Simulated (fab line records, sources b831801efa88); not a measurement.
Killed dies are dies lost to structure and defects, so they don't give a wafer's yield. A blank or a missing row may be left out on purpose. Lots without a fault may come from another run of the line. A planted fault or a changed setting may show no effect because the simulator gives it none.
A struck lot beside a sound one | flow sky130 | 14 steps out of a route of 708
Sound: wafers L767.3, L767.5, L767.6. Struck: wafers L782.2, L782.3, L782.5. The cause comes at the end.
At each step with rows: each side's tool, then ch and its chambers, then its first start. Under that, the readings that differ: sound wafers | struck wafers | difference of the means | sigmas: that difference in standard deviations of wafers without a fault.
alike: readings whose means differ by less than 2 such deviations, and words and numbers that are the same on both sides. not compared: withheld readings, readings that some wafer has no value for, bounds like >300 that may hide the same value, and numbers for which the record gives no deviation and whose values overlap.
The two part at a step that has a row with sigmas, a row that says differs or no value, or rows on one side only. Numbers that don't overlap but have no deviation are shown without sigmas and don't part them. A reading that every wafer of one side lacks parts them only if that side has two wafers or more.

SKY_SD_N_RS_MEAS_18: measures by four-point-probe.
  sound on film_metro-01, day 30 03:46; struck on film_metro-01, day 34 05:21
  alike: RES_XHIGH_RS
then, 2 steps without rows for these wafers: SKY_SALICIDE_CLEAN_00 (cleans in HF-last, time 30 s); SKY_LI_CONTACT_HDPCVD_00 (deposits PSG, target thk 930 nm, time 155 s).
SKY_LI_CONTACT_THK_MEAS_01:
  sound on film_metro-04, day 30 03:59; struck on film_metro-02, day 34 05:35
  alike: LI_CONTACT_HDPCVD_THK
SKY_LI_CONTACT_CMP_02: polishes PSG.
  sound on cmp-01 ch 0,3, day 30 04:04; struck on cmp-01 ch 1,2,3, day 34 05:44
  alike: edge_zone_pressure_frac, motor_current_A, time_to_endpoint_s
SKY_LI_CONTACT_BOW_MEAS_03:
  sound on film_metro-04, day 30 04:22; struck on film_metro-01, day 34 05:57
  alike: LI_CONTACT_BOW
then, 6 steps without rows for these wafers: SKY_LI_CONTACT_DEHYDRATE_04 (time 60 s); SKY_LI_CONTACT_HMDS_05 (prime time 60 s); SKY_LI_CONTACT_COAT_06 (resist thk 60 nm); SKY_LI_CONTACT_COAT_07 (resist thk 450 nm); SKY_LI_CONTACT_SOFTBAKE_08 (time 90 s); SKY_LI_CONTACT_EXPOSE_09 (exposes mask LICM1, target cd 170 nm).
SKY_LI_CONTACT_PEB_10:
  sound on litho_track-01 ch 0, day 31 08:00; struck on litho_track-01, day 35 08:00
  reading         | sound          | struck | difference                    | sigmas
  exhaust_pa (Pa) | 44.1 44.9 45.1 | - - -  | no value on the struck wafers |
  not compared: chill_plate_temp_C, resist_line_temp_C
then, 1 step without rows for these wafers: SKY_LI_CONTACT_DEVELOP_11 (develop time 60 s).

WHERE THEY PART
Only at SKY_LI_CONTACT_PEB_10, within this record.

WHY: what the simulator had put in
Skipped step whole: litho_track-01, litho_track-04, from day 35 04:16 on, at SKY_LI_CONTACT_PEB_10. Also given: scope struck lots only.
